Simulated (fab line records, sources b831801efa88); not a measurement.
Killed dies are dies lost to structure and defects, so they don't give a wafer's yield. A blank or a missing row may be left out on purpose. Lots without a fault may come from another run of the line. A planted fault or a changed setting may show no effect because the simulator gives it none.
fab line records | flow sky130
record lots=5 wafers=15 last_day=50
route steps=708 shown LDD_N@252 LDD_P@255 LDD_HVN@267 LDD_HVP@278
lots that met no fault: from a run of the same line without faults
start_h: hours from the record's first day to the start of the lot's first wafer shown | wait_h: hours since the lot's step before | " the same as in the row above | L1.1+2: a row that stands for several wafers | - no value, or no start given | * or withheld: withheld | < > ~ a bound
route shown NAME@n: a module of which the file shows steps, and the number in the route of the first | usual: mean/standard deviation of fault-free wafers | same: alike in all rows | chamber/n: place in a boat | sites: the reading at each site | _std_site: their standard deviation | _edge_site: outer sites' mean less inner sites' | radius_mm: how far each site lies from the wafer's centre | mask NAME#n: copy n | behind: the tool/chamber that last shaped the wafer | hold: why the lot was held/for how many hours/how that ended | device: the transistor (n, p or np) that didn't switch | end of line: the same wafers' tests at the end of the route | a step without rows: its recipe alone | killed: dies lost to structure and defects at the first sort, not the wafer's yield | map: a wafer's dies, x killed, . not, _ none there
set.NAME: the setting as run; set.NAME@STEP: as run at that earlier step | model.NAME: the simulator's own value behind a step, which no gauge read
lots at some steps of the route; a table a step, a row a wafer
services: from which hour (start_h, from the record's first day; less than 0 if before it) a tool's chamber was out of use, for how many hours, and why
## steps
# step SKY_LDD_N_IMPLANT_15
# recipe species=BF2 energy_kev=50 dose_cm2=5e+12 tilt_deg=30 rotation_deg=270
# usual faraday_current_uA=28.2/0.54 tilt_deg=29.999/0.023
# columns lot.wafer tool chamber start_h wait_h faraday_current_uA tilt_deg
L075.1 implanter-01 0 413.12 0.1 28.3 29.951
L075.3 " 0 " " 28.2 29.987
L075.6 " 0 " " 28.3 29.949
L076.1 implanter-04 0 422.84 0.1 28.4 29.998
L076.4 " 0 " " 28.2 29.978
L076.5 " 0 " " 27.5 29.988
L082.2 implanter-01 0 488.81 0.1 27.6 29.997
L082.4 " 0 " " 29.1 29.987
L082.5 " 0 " " 28.0 29.987
L084.2 implanter-01 0 499.20 0.1 28.7 30.000
L084.3 " 0 " " 28.4 30.013
L084.4 " 0 " " 28.6 30.008
L097.1 implanter-03 0 603.24 0.1 28.7 29.976
L097.2 " 0 " " 28.7 29.995
L097.3 " 0 " " 28.3 29.986
# step SKY_LDD_N_STRIP_16
# recipe chemistry=O2/N2 power_w=1400 pressure_mtorr=1500 platen_temp_c=withheld o2_flow_sccm=3000 n2_flow_sccm=300 overash_fraction=0.5
# usual drypump_motor_current_A=5.7/0.46 oes_product_au=0.406/0.0044 strip_time_to_endpoint_s=4.308/0.014
# columns lot.wafer tool chamber start_h wait_h drypump_motor_current_A oes_product_au rf_hours_counter_h strip_time_to_endpoint_s
L075.1 plasma_asher-01 1 413.27 0.1 5.4 0.408 63 4.291
L075.3 " 0 " " 5.2 0.407 - 4.312
L075.6 " 1 " " 5.5 0.412 - 4.325
L076.1 plasma_asher-01 0 423.02 0.2 5.3 0.407 65 4.292
L076.4 " 1 " " 5.4 0.410 - 4.282
L076.5 " 0 " " 5.3 0.402 - 4.272
L082.2 plasma_asher-02 1 488.94 0.1 5.6 0.406 26 4.322
L082.4 " 0 " " 5.6 0.402 - 4.311
L082.5 " 0 " " 5.6 0.405 - 4.314
L084.2 plasma_asher-02 0 499.32 0.1 5.6 0.404 27 4.320
L084.3 " 1 " " 5.6 0.409 - 4.332
L084.4 " 0 " " 5.6 0.406 - 4.315
L097.1 plasma_asher-03 1 603.39 0.1 6.7 0.411 17 4.314
L097.2 " 0 " " 5.7 0.406 17 4.305
L097.3 " 0 " " 5.7 0.410 - 4.290
# step SKY_LDD_N_TW_MEAS_17
# usual LDD_N_TW=2592/25
# columns lot.wafer tool chamber start_h wait_h LDD_N_TW
L075.1 film_metro-02 - 413.37 0.1 2588
L075.3 " - " " 2579
L075.6 " - " " 2573
L076.1 film_metro-02 - 423.12 0.1 2575
L076.4 " - " " 2578
L076.5 " - " " 2590
L082.2 film_metro-02 - 489.05 0.1 2562
L082.4 " - " " 2567
L082.5 " - " " 2584
L084.2 film_metro-01 - 499.43 0.1 2584
L084.3 " - " " 2556
L084.4 " - " " 2572
L097.1 film_metro-04 - 603.49 0.1 2625
L097.2 " - " " 2627
L097.3 " - " " 2635
# step SKY_LDD_P_DEHYDRATE_00
# recipe temp_c=200 time_s=60
# columns lot.wafer tool chamber start_h wait_h
L075.1+3+6 litho_track-04 0 427.83 14.5
L076.1+4+5 litho_track-03 0 437.55 14.4
L082.2+4+5 litho_track-01 0 504.06 15.0
L084.2+3+4 litho_track-03 0 514.58 15.1
L097.1+2+3 litho_track-03 0 617.20 13.7
# step SKY_LDD_P_HMDS_01
# recipe prime_time_s=60 prime_temp_c=120
# columns lot.wafer tool chamber start_h wait_h
L075.1+3+6 litho_track-04 0 427.98 0.1
L076.1+4+5 litho_track-03 0 437.70 0.1
L082.2+4+5 litho_track-01 0 504.21 0.1
L084.2+3+4 litho_track-03 0 514.73 0.1
L097.1+2+3 litho_track-03 0 617.35 0.1
# step SKY_LDD_P_COAT_02
# recipe resist=NOVOLAK spin_rpm=3000 resist_thk_nm=1161
# columns lot.wafer tool chamber start_h wait_h
L075.1+3+6 litho_track-04 0 428.13 0.1
L076.1+4+5 litho_track-03 0 437.85 0.1
L082.2+4+5 litho_track-01 0 504.36 0.1
L084.2+3+4 litho_track-03 0 514.88 0.1
L097.1+2+3 litho_track-03 0 617.50 0.1
# step SKY_LDD_P_SOFTBAKE_03
# recipe temp_c=90 time_s=60 resist=NOVOLAK
# columns lot.wafer tool chamber start_h wait_h
L075.1+3+6 litho_track-04 0 428.28 0.1
L076.1+4+5 litho_track-03 0 438.00 0.1
L082.2+4+5 litho_track-01 0 504.51 0.1
L084.2+3+4 litho_track-03 0 515.03 0.1
L097.1+2+3 litho_track-03 0 617.65 0.1
# step SKY_LDD_P_EXPOSE_04
# recipe mask_id=PSDM na=0.6 source_shape=conventional sigma_outer=0.6 polarization=unpolarized target_cd_nm=380 dose_mj=138
# usual stage_vel_mm_s=499.99/0.23
# columns lot.wafer tool chamber start_h wait_h mask stage_vel_mm_s
L075.1 iline_stepper-01 0 - - PSDM#0 500.03
L075.3 " 0 " " PSDM#0 499.94
L075.6 " 0 " " PSDM#0 499.87
L076.1 iline_stepper-01 0 - - PSDM#0 500.14
L076.4 " 0 " " PSDM#0 499.74
L076.5 " 0 " " PSDM#0 500.29
L082.2 iline_stepper-02 0 - - PSDM#0 499.94
L082.4 " 0 " " PSDM#0 499.92
L082.5 " 0 " " PSDM#0 499.56
L084.2 iline_stepper-02 0 - - PSDM#0 500.30
L084.3 " 0 " " PSDM#0 500.07
L084.4 " 0 " " PSDM#0 500.51
L097.1 iline_stepper-01 0 - - PSDM#0 500.18
L097.2 " 0 " " PSDM#0 499.66
L097.3 " 0 " " PSDM#0 500.12
# step SKY_LDD_P_PEB_05
# recipe temp_c=withheld time_s=* resist=NOVOLAK
# columns lot.wafer tool chamber start_h wait_h
L075.1+3+6 litho_track-04 0 - -
L076.1+4+5 litho_track-04 0 - -
L082.2+4+5 litho_track-03 0 - -
L084.2+3+4 litho_track-04 0 - -
L097.1+2+3 litho_track-01 0 - -
# step SKY_LDD_P_DEVELOP_06
# recipe resist=NOVOLAK developer=TMAH develop_time_s=60 dev_temp_c=23
# columns lot.wafer tool chamber start_h wait_h
L075.1+3+6 litho_track-04 0 444.03 0.1
L076.1+4+5 litho_track-04 0 453.68 0.1
L082.2+4+5 litho_track-03 0 519.83 0.1
L084.2+3+4 litho_track-04 0 529.11 0.1
L097.1+2+3 litho_track-01 0 631.84 0.1
# step SKY_LDD_P_CD_MEAS_07
# recipe target_cd_nm=380
# usual cd_nm=380.5/2.2
# columns lot.wafer tool chamber start_h wait_h cd_nm
L075.1 cd_sem-01 - 444.18 0.1 376.6
L075.3 " - " " 378.6
L075.6 " - " " 377.8
L076.1 cd_sem-02 - 453.83 0.1 380.7
L076.4 " - " " 380.5
L076.5 " - " " 381.0
L082.2 cd_sem-01 - 519.97 0.1 379.2
L082.4 " - " " 377.9
L082.5 " - " " 378.0
L084.2 cd_sem-02 - 529.25 0.1 377.3
L084.3 " - " " 380.0
L084.4 " - " " 375.4
L097.1 cd_sem-02 - 631.99 0.1 380.9
L097.2 " - " " 382.1
L097.3 " - " " 381.7
# step SKY_LDD_P_OVL_MEAS_08
# usual LDD_P_OVL=-1.2/1.4
# columns lot.wafer tool chamber start_h wait_h LDD_P_OVL[nm]
L075.1 overlay-02 - 444.30 0.1 -2.4
L075.3 " - " " -1.7
L075.6 " - " " -3.9
L076.1 overlay-01 - 453.95 0.1 0.5
L076.4 " - " " -2.4
L076.5 " - " " 0.3
L082.2 overlay-01 - 520.08 0.1 -2.3
L082.4 " - " " -0.4
L082.5 " - " " -2.2
L084.2 overlay-01 - 529.36 0.1 -0.9
L084.3 " - " " -0.4
L084.4 " - " " 0.2
L097.1 overlay-02 - 632.11 0.1 -4.7
L097.2 " - " " -2.3
L097.3 " - " " -2.7
# step SKY_LDD_P_IMPLANT_09
# recipe species=BF2 energy_kev=25 dose_cm2=1e+13 tilt_deg=withheld
# usual faraday_current_uA=56.4/1.1
# columns lot.wafer tool chamber start_h wait_h faraday_current_uA
L075.1 implanter-02 0 444.34 0.0 54.4
L075.3 " 0 " " 55.9
L075.6 " 0 " " 58.2
L076.1 implanter-04 0 453.99 0.0 55.7
L076.4 " 0 " " 55.1
L076.5 " 0 " " 55.3
L082.2 implanter-04 0 520.13 0.0 55.8
L082.4 " 0 " " 57.8
L082.5 " 0 " " 55.4
L084.2 implanter-01 0 529.41 0.0 56.7
L084.3 " 0 " " 56.5
L084.4 " 0 " " 55.6
L097.1 implanter-01 0 632.14 0.0 55.4
L097.2 " 0 " " 55.1
L097.3 " 0 " " 56.4
# step SKY_LDD_P_STRIP_10
# recipe chemistry=O2/N2 power_w=1400 pressure_mtorr=1500 platen_temp_c=withheld o2_flow_sccm=3000 n2_flow_sccm=300 overash_fraction=0.5
# usual drypump_motor_current_A=6.1/0.46 oes_product_au=0.715/0.0047 strip_time_to_endpoint_s=14.37/0.042
# columns lot.wafer tool chamber start_h wait_h drypump_motor_current_A oes_product_au rf_hours_counter_h strip_time_to_endpoint_s
L075.1 plasma_asher-04 1 444.49 0.1 6.3 0.712 77 14.42
L075.3 " 1 " " 6.3 0.713 - 14.37
L075.6 " 0 " " 6.2 0.711 - 14.37
L076.1 plasma_asher-03 0 454.14 0.1 5.7 0.711 2 14.42
L076.4 " 0 " " 5.7 0.709 - 14.42
L076.5 " 0 " " 5.7 0.709 - 14.40
L082.2 plasma_asher-03 0 520.26 0.1 5.7 0.724 8 14.28
L082.4 " 1 " " 6.6 0.711 - 14.27
L082.5 " 0 " " 5.7 0.724 - 14.31
L084.2 plasma_asher-03 0 529.54 0.1 5.7 0.706 10 14.46
L084.3 " 0 " " 5.7 0.710 - 14.44
L084.4 " 1 " " 6.7 0.722 - 14.44
L097.1 plasma_asher-03 1 632.29 0.1 6.7 0.718 20 14.37
L097.2 " 0 " " 5.8 0.712 20 14.36
L097.3 " 0 " " 5.7 0.716 - 14.33
# step SKY_LDD_P_TW_MEAS_11
# usual LDD_P_TW=631/6.9
# columns lot.wafer tool chamber start_h wait_h LDD_P_TW
L075.1 film_metro-01 - 444.59 0.1 641
L075.3 " - " " 636
L075.6 " - " " 637
L076.1 film_metro-03 - 454.24 0.1 622
L076.4 " - " " 620
L076.5 " - " " 622
L082.2 film_metro-01 - 520.37 0.1 635
L082.4 " - " " 634
L082.5 " - " " 631
L084.2 film_metro-01 - 529.65 0.1 639
L084.3 " - " " 636
L084.4 " - " " 639
L097.1 film_metro-01 - 632.39 0.1 635
L097.2 " - " " 635
L097.3 " - " " 636
# step SKY_LDD_HVN_DEHYDRATE_00
# recipe temp_c=200 time_s=60
# columns lot.wafer tool chamber start_h wait_h
L075.1+3+6 litho_track-02 0 459.69 15.1
L076.1+4+5 litho_track-04 0 468.43 14.2
L082.2+4+5 litho_track-01 0 535.16 14.8
L084.2+3+4 litho_track-04 0 545.06 15.4
L097.1+2+3 litho_track-01 0 646.59 14.2
# step SKY_LDD_HVN_HMDS_01
# recipe prime_time_s=60 prime_temp_c=120
# columns lot.wafer tool chamber start_h wait_h
L075.1+3+6 litho_track-02 0 459.84 0.1
L076.1+4+5 litho_track-04 0 468.58 0.1
L082.2+4+5 litho_track-01 0 535.31 0.1
L084.2+3+4 litho_track-04 0 545.21 0.1
L097.1+2+3 litho_track-01 0 646.74 0.1
# step SKY_LDD_HVN_COAT_02
# recipe resist=NOVOLAK spin_rpm=3000 resist_thk_nm=300
# columns lot.wafer tool chamber start_h wait_h
L075.1+3+6 litho_track-02 0 459.99 0.1
L076.1+4+5 litho_track-04 0 468.73 0.1
L082.2+4+5 litho_track-01 0 535.46 0.1
L084.2+3+4 litho_track-04 0 545.36 0.1
L097.1+2+3 litho_track-01 0 646.89 0.1
# step SKY_LDD_HVN_SOFTBAKE_03
# recipe temp_c=90 time_s=60 resist=NOVOLAK
# columns lot.wafer tool chamber start_h wait_h
L075.1+3+6 litho_track-02 0 460.14 0.1
L076.1+4+5 litho_track-04 0 468.88 0.1
L082.2+4+5 litho_track-01 0 535.61 0.1
L084.2+3+4 litho_track-04 0 545.51 0.1
L097.1+2+3 litho_track-01 0 647.04 0.1
# step SKY_LDD_HVN_EXPOSE_04
# recipe mask_id=HVNTM na=0.6 source_shape=conventional sigma_outer=0.6 polarization=unpolarized target_cd_nm=700 dose_mj=127
# usual stage_vel_mm_s=500.00/0.29
# columns lot.wafer tool chamber start_h wait_h mask stage_vel_mm_s
L075.1 iline_stepper-01 0 - - HVNTM#0 500.03
L075.3 " 0 " " HVNTM#0 499.62
L075.6 " 0 " " HVNTM#0 500.05
L076.1 iline_stepper-01 0 - - HVNTM#0 500.27
L076.4 " 0 " " HVNTM#0 500.13
L076.5 " 0 " " HVNTM#0 500.65
L082.2 iline_stepper-02 0 - - HVNTM#0 500.37
L082.4 " 0 " " HVNTM#0 499.91
L082.5 " 0 " " HVNTM#0 500.24
L084.2 iline_stepper-01 0 - - HVNTM#0 500.40
L084.3 " 0 " " HVNTM#0 500.39
L084.4 " 0 " " HVNTM#0 500.00
L097.1 iline_stepper-01 0 - - HVNTM#0 499.81
L097.2 " 0 " " HVNTM#0 499.73
L097.3 " 0 " " HVNTM#0 500.08
# step SKY_LDD_HVN_PEB_05
# recipe temp_c=withheld time_s=* resist=NOVOLAK
# columns lot.wafer tool chamber start_h wait_h
L075.1+3+6 litho_track-02 0 - -
L076.1+4+5 litho_track-01 0 - -
L082.2+4+5 litho_track-01 0 - -
L084.2+3+4 litho_track-01 0 - -
L097.1+2+3 litho_track-04 0 - -
# step SKY_LDD_HVN_DEVELOP_06
# recipe resist=NOVOLAK developer=TMAH develop_time_s=60 dev_temp_c=23
# columns lot.wafer tool chamber start_h wait_h
L075.1+3+6 litho_track-02 0 475.09 0.1
L076.1+4+5 litho_track-01 0 484.74 0.1
L082.2+4+5 litho_track-01 0 550.96 0.1
L084.2+3+4 litho_track-01 0 559.56 0.1
L097.1+2+3 litho_track-04 0 660.93 0.1
# step SKY_LDD_HVN_OVL_MEAS_07
# usual LDD_HVN_OVL=-1.3/1.5
# columns lot.wafer tool chamber start_h wait_h LDD_HVN_OVL[nm]
L075.1 overlay-02 - 475.24 0.1 -5.0
L075.3 " - " " -4.1
L075.6 " - " " -3.8
L076.1 overlay-02 - 484.89 0.1 -0.8
L076.4 " - " " -1.4
L076.5 " - " " -1.3
L082.2 overlay-01 - 551.09 0.1 1.0
L082.4 " - " " -1.3
L082.5 " - " " -1.5
L084.2 overlay-02 - 559.69 0.1 -1.9
L084.3 " - " " -5.4
L084.4 " - " " -2.8
L097.1 overlay-02 - 661.08 0.1 -1.4
L097.2 " - " " -1.1
L097.3 " - " " -2.4
# step SKY_LDD_HVN_IMPLANT_08
# recipe species=P energy_kev=60 dose_cm2=2.958e+13 tilt_deg=40
# usual faraday_current_uA=167/3 tilt_deg=39.996/0.019
# columns lot.wafer tool chamber start_h wait_h faraday_current_uA tilt_deg
L075.1 implanter-03 0 475.27 0.0 168 40.005
L075.3 " 0 " " 166 39.992
L075.6 " 0 " " 169 40.015
L076.1 implanter-01 0 484.92 0.0 167 39.987
L076.4 " 0 " " 165 39.988
L076.5 " 0 " " 166 39.980
L082.2 implanter-02 0 551.15 0.0 167 40.008
L082.4 " 0 " " 171 40.013
L082.5 " 0 " " 162 40.017
L084.2 implanter-03 0 559.75 0.0 165 39.964
L084.3 " 0 " " 165 40.004
L084.4 " 0 " " 169 39.976
L097.1 implanter-02 0 661.12 0.0 167 39.984
L097.2 " 0 " " 162 40.002
L097.3 " 0 " " 166 40.000
# step SKY_LDD_HVN_STRIP_09
# recipe chemistry=O2/N2 power_w=1400 pressure_mtorr=1500 platen_temp_c=withheld o2_flow_sccm=3000 n2_flow_sccm=300 overash_fraction=0.5
# usual drypump_motor_current_A=5.7/0.38 oes_product_au=0.408/0.0046 strip_time_to_endpoint_s=4.132/0.015
# columns lot.wafer tool chamber start_h wait_h drypump_motor_current_A oes_product_au rf_hours_counter_h strip_time_to_endpoint_s
L075.1 plasma_asher-04 1 475.42 0.1 6.3 0.404 80 4.144
L075.3 " 1 " " 6.3 0.415 - 4.135
L075.6 " 1 " " 6.3 0.407 - 4.142
L076.1 plasma_asher-01 1 485.07 0.1 5.4 0.413 72 4.182
L076.4 " 0 " " 5.3 0.409 - 4.128
L076.5 " 1 " " 5.4 0.415 - 4.132
L082.2 plasma_asher-01 1 551.27 0.1 5.4 0.415 78 4.119
L082.4 " 0 " " 5.2 0.412 - 4.087
L082.5 " 1 " " 5.4 0.407 - 4.116
L084.2 plasma_asher-04 1 559.87 0.1 6.3 0.402 89 4.137
L084.3 " 1 " " 6.3 0.398 - 4.142
L084.4 " 0 " " 6.3 0.401 - 4.133
L097.1 plasma_asher-01 1 661.27 0.1 5.5 0.411 90 4.132
L097.2 " 0 " " 5.3 0.408 90 4.125
L097.3 " 0 " " 5.3 0.412 - 4.140
# step SKY_LDD_HVN_TW_MEAS_10
# usual LDD_HVN_TW=1436/23
# columns lot.wafer tool chamber start_h wait_h LDD_HVN_TW
L075.1 film_metro-02 - 475.52 0.1 1430
L075.3 " - " " 1426
L075.6 " - " " 1437
L076.1 film_metro-03 - 485.17 0.1 1397
L076.4 " - " " 1397
L076.5 " - " " 1405
L082.2 film_metro-02 - 551.38 0.1 1435
L082.4 " - " " 1432
L082.5 " - " " 1435
L084.2 film_metro-03 - 559.98 0.1 1398
L084.3 " - " " 1404
L084.4 " - " " 1407
L097.1 film_metro-04 - 661.37 0.1 1456
L097.2 " - " " 1470
L097.3 " - " " 1460
# step SKY_LDD_HVP_DEHYDRATE_00
# recipe temp_c=200 time_s=60
# columns lot.wafer tool chamber start_h wait_h
L075.1+3+6 litho_track-04 0 490.53 15.0
L076.1+4+5 litho_track-03 0 499.80 14.6
L082.2+4+5 litho_track-03 0 565.63 14.2
L084.2+3+4 litho_track-04 0 574.81 14.8
L097.1+2+3 litho_track-02 0 675.04 13.7
# step SKY_LDD_HVP_HMDS_01
# recipe prime_time_s=60 prime_temp_c=120
# columns lot.wafer tool chamber start_h wait_h
L075.1+3+6 litho_track-04 0 490.68 0.1
L076.1+4+5 litho_track-03 0 499.95 0.1
L082.2+4+5 litho_track-03 0 565.78 0.1
L084.2+3+4 litho_track-04 0 574.96 0.1
L097.1+2+3 litho_track-02 0 675.19 0.1
# step SKY_LDD_HVP_COAT_02
# recipe resist=NOVOLAK spin_rpm=3000 resist_thk_nm=300
# columns lot.wafer tool chamber start_h wait_h
L075.1+3+6 litho_track-04 0 490.83 0.1
L076.1+4+5 litho_track-03 0 500.10 0.1
L082.2+4+5 litho_track-03 0 565.93 0.1
L084.2+3+4 litho_track-04 0 575.11 0.1
L097.1+2+3 litho_track-02 0 675.34 0.1
# step SKY_LDD_HVP_SOFTBAKE_03
# recipe temp_c=90 time_s=60 resist=NOVOLAK
# columns lot.wafer tool chamber start_h wait_h
L075.1+3+6 litho_track-04 0 490.98 0.1
L076.1+4+5 litho_track-03 0 500.25 0.1
L082.2+4+5 litho_track-03 0 566.08 0.1
L084.2+3+4 litho_track-04 0 575.26 0.1
L097.1+2+3 litho_track-02 0 675.49 0.1
## services
# columns tool chamber start_h hours kind
iline_stepper-01 - 416.90 1.7 pm
plasma_asher-03 - 421.25 9.0 pm
plasma_asher-02 - 431.04 8.5 pm
implanter-03 - 432.95 3.3 pm
implanter-04 - 442.53 3.9 pm
plasma_asher-03 - 447.05 6.5 repair
implanter-01 - 447.32 2.3 pm
implanter-02 - 473.37 10.7 repair
implanter-03 - 486.16 1.9 repair
plasma_asher-01 - 498.21 5.3 repair
implanter-01 - 501.57 2.8 repair
iline_stepper-02 - 511.90 1.7 pm
implanter-02 - 514.47 20.9 pm
iline_stepper-01 - 575.46 6.6 repair
plasma_asher-02 - 578.13 3.6 repair
plasma_asher-02 - 586.94 14.6 pm
implanter-04 - 587.52 1.5 repair
implanter-02 - 598.28 11.4 repair
iline_stepper-01 - 611.88 0.6 repair
implanter-03 - 626.22 2.6 repair
implanter-03 - 626.40 1.2 repair
iline_stepper-01 - 634.97 1.7 pm
implanter-04 - 643.34 4.2 repair
plasma_asher-03 - 664.79 3.2 repair
## key
fault none
